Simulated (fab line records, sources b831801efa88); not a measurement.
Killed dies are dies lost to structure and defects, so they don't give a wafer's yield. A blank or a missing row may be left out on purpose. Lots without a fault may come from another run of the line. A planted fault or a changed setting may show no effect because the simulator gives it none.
Which tool did it? | flow sky130 | 13 lots, 39 wafers sampled, at 4 steps of a route of 708

WHAT THE GAUGES READ, wafer by wafer
SKY_VT_ADJUST_HVTR_TW_MEAS_11.
lot  | measured     | on            | VT_ADJUST_HVTR_TW
L317 | day 9 14:53  | film_metro-03 | 211.2 210.5 211.1
L318 | day 9 15:35  | film_metro-02 | 210.1 210.5 210.2
L319 | day 9 22:51  | film_metro-02 | 210.6 209.1 210.0
L320 | day 10 12:20 | film_metro-03 | 210.5 210.3 211.2
L321 | day 10 19:35 | film_metro-03 | 210.7 210.7 209.6
L322 | day 11 01:11 | film_metro-01 | 210.7 210.8 210.6
L323 | day 11 08:42 | film_metro-01 | 210.5 210.6 211.0
L324 | day 11 16:53 | film_metro-03 | 210.8 211.2 208.8
L326 | day 12 05:01 | film_metro-03 | 211.4 211.4
L333 | day 14 06:35 | film_metro-01 | 210.9 211.6 210.9
L334 | day 14 14:45 | film_metro-03 | 210.7 209.6 210.3
L339 | day 16 03:59 | film_metro-03 | 209.5 210.2 209.5
L340 | day 16 12:02 | film_metro-03 | 209.3 208.4 209.4

SKY_SD_N_TW_MEAS_12.
lot  | measured     | on            | SD_N_TW
L317 | day 27 19:20 | film_metro-03 | 4015 4006 4023
L318 | day 28 01:23 | film_metro-01 | 3990 3985 3984
L319 | day 28 13:04 | film_metro-03 | 4023 4032 4037
L320 | day 29 06:23 | film_metro-03 | 4003 3986 4002
L321 | day 29 14:17 | film_metro-04 | 4008 4000 3994
L322 | day 29 19:23 | film_metro-01 | 4032 4019 4005
L323 | day 30 08:00 | film_metro-04 | 4000 4007 3992
L324 | day 30 13:26 | film_metro-01 | 4008 4022 3990
L326 | day 31 01:15 | film_metro-03 | 4044 4025
L333 | day 33 01:02 | film_metro-03 | 4034 4012 4014
L334 | day 33 16:12 | film_metro-04 | 3994 3977 3993
L339 | day 35 03:44 | film_metro-04 | 3958 3972 3964
L340 | day 35 08:15 | film_metro-04 | 3925 3922 3944

WHICH TOOL RAN EACH LOT (tool, then ch and the chambers of the sampled wafers, then the start)
lot  | SKY_FIELD_ISO_ETCH_15             | SKY_FIELD_ISO_STRIP_16
L317 | rie_diel-01 ch 0,2,3, day 2 07:47 | plasma_asher-01 ch 0,1, day 2 07:50
L318 | rie_diel-02 ch 1,2, day 2 08:50   | plasma_asher-03 ch 0,1, day 2 08:54
L319 | rie_diel-02 ch 1,2,3, day 2 14:20 | plasma_asher-03 ch 0,1, day 2 14:26
L320 | rie_diel-02 ch 1,3, day 2 20:47   | plasma_asher-04 ch 1, day 2 20:51
L321 | rie_diel-04 ch 0,3, day 3 02:38   | plasma_asher-04 ch 0,1, day 3 02:41
L322 | rie_diel-01 ch 2,3, day 3 06:56   | plasma_asher-03 ch 0,1, day 3 06:59
L323 | rie_diel-01 ch 0,1,3, day 3 11:41 | plasma_asher-04 ch 0,1, day 3 11:46
L324 | rie_diel-01 ch 0,1,2, day 3 16:53 | plasma_asher-04 ch 0,1, day 3 16:56
L326 | rie_diel-04 ch 0,3, day 4 04:56   | plasma_asher-03 ch 0,1, day 4 05:01
L333 | rie_diel-01 ch 0,1,3, day 5 16:32 | plasma_asher-03 ch 0,1, day 5 16:35
L334 | rie_diel-02 ch 0,1,2, day 5 21:29 | plasma_asher-03 ch 0,1, day 5 21:35
L339 | rie_diel-01 ch 0,2,3, day 6 23:17 | plasma_asher-03 ch 0,1, day 6 23:20
L340 | rie_diel-02 ch 1,2,3, day 7 05:44 | plasma_asher-03 ch 0,1, day 7 05:47
- SKY_FIELD_ISO_ETCH_15: etches the open film in CHF3/O2, stops on Si, target depth 180 nm, time 72 s.
- SKY_FIELD_ISO_STRIP_16: strips in O2/N2.

WHAT THE TOOLS THEMSELVES READ (means of the sampled wafers that have a number; where no wafer has one, the mark that the record gives instead)
SKY_FIELD_ISO_ETCH_15.
lot  | tool        | drypump_motor_current_A (A) | oes_product_au (a.u.) | throttle_valve_pct (%)
L317 | rie_diel-01 | 5.6                         | 0.951                 | 8.849
L318 | rie_diel-02 | 5.3                         | 0.949                 | 8.845
L319 | rie_diel-02 | 5.1                         | 0.955                 | 8.851
L320 | rie_diel-02 | 4.8                         | 0.952                 | 8.848
L321 | rie_diel-04 | 6.1                         | 0.947                 | 8.842
L322 | rie_diel-01 | 5.6                         | 0.950                 | 8.843
L323 | rie_diel-01 | 5.7                         | 0.940                 | 8.840
L324 | rie_diel-01 | 5.8                         | 0.951                 | 8.845
L326 | rie_diel-04 | 6.1                         | 0.927                 | 8.838
L333 | rie_diel-01 | 5.7                         | 0.951                 | 8.840
L334 | rie_diel-02 | 5.3                         | 0.943                 | 8.836
L339 | rie_diel-01 | 5.6                         | 0.947                 | 8.849
L340 | rie_diel-02 | 5.1                         | 0.943                 | 8.847

SKY_FIELD_ISO_STRIP_16.
lot  | tool            | drypump_motor_current_A (A) | oes_product_au (a.u.) | strip_time_to_endpoint_s (s)
L317 | plasma_asher-01 | 5.4                         | 0.380                 | 3.54
L318 | plasma_asher-03 | 5.7                         | 0.374                 | 3.47
L319 | plasma_asher-03 | 5.7                         | 0.382                 | 3.53
L320 | plasma_asher-04 | 5.8                         | 0.377                 | 3.55
L321 | plasma_asher-04 | 5.7                         | 0.373                 | 3.53
L322 | plasma_asher-03 | 6.0                         | 0.379                 | 3.53
L323 | plasma_asher-04 | 5.7                         | 0.377                 | 3.55
L324 | plasma_asher-04 | 5.6                         | 0.376                 | 3.56
L326 | plasma_asher-03 | 6.0                         | 0.386                 | 3.66
L333 | plasma_asher-03 | 5.7                         | 0.376                 | 3.52
L334 | plasma_asher-03 | 5.7                         | 0.375                 | 3.54
L339 | plasma_asher-03 | 6.0                         | 0.379                 | 3.55
L340 | plasma_asher-03 | 6.0                         | 0.376                 | 3.54

THE ANSWER, worked out from the rows above alone
Rule: what is usual is taken from the lots themselves. Put in order of their means at a reading, lots are off if they are a third of the lots or fewer, leave a main group of 4 or more, and stand apart from it by a gap of 3 or more times the standard deviation of the main group's means; of several such gaps the widest counts. A main group whose means are all the same, to the digits that the tables above print for the reading, isn't used. A lot without any number at a reading at which 4 lots or more have one is off too. The other lots that the step has rows for count as sound. The gauges are gone through in route order, then the tools' own readings, and for those a lot's mean is taken as printed above. The first step at which some lot is off is used, and at that step the reading that is off furthest; a lot without a number counts as furthest.
Off: L326, at SKY_FIELD_ISO_ETCH_15 (oes_product_au). The main group: mean 0.948 a.u., standard deviation 0.0042.
A tool fits if, at that step or a process step before it, it ran every lot that is off, and no sound lot after the first of them. One fits: rie_diel-04 at SKY_FIELD_ISO_ETCH_15. Its last sound lot is L321 (day 3 02:38), its first lot that is off L326 (day 4 04:56): a fault that began between those two fits.
The tool's own readings at SKY_FIELD_ISO_ETCH_15 bear it out: on the lots that are off they differ by more than 5 times the standard deviation of the sound lots' means. oes_product_au reads 0.927 a.u. there against 0.948 a.u. on the sound lots.

WHAT THE SIMULATOR HAD PUT IN
Process parameter drift: rie_diel-04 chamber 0, from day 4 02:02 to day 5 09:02, at SKY_FIELD_ISO_ETCH_15. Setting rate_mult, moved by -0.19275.
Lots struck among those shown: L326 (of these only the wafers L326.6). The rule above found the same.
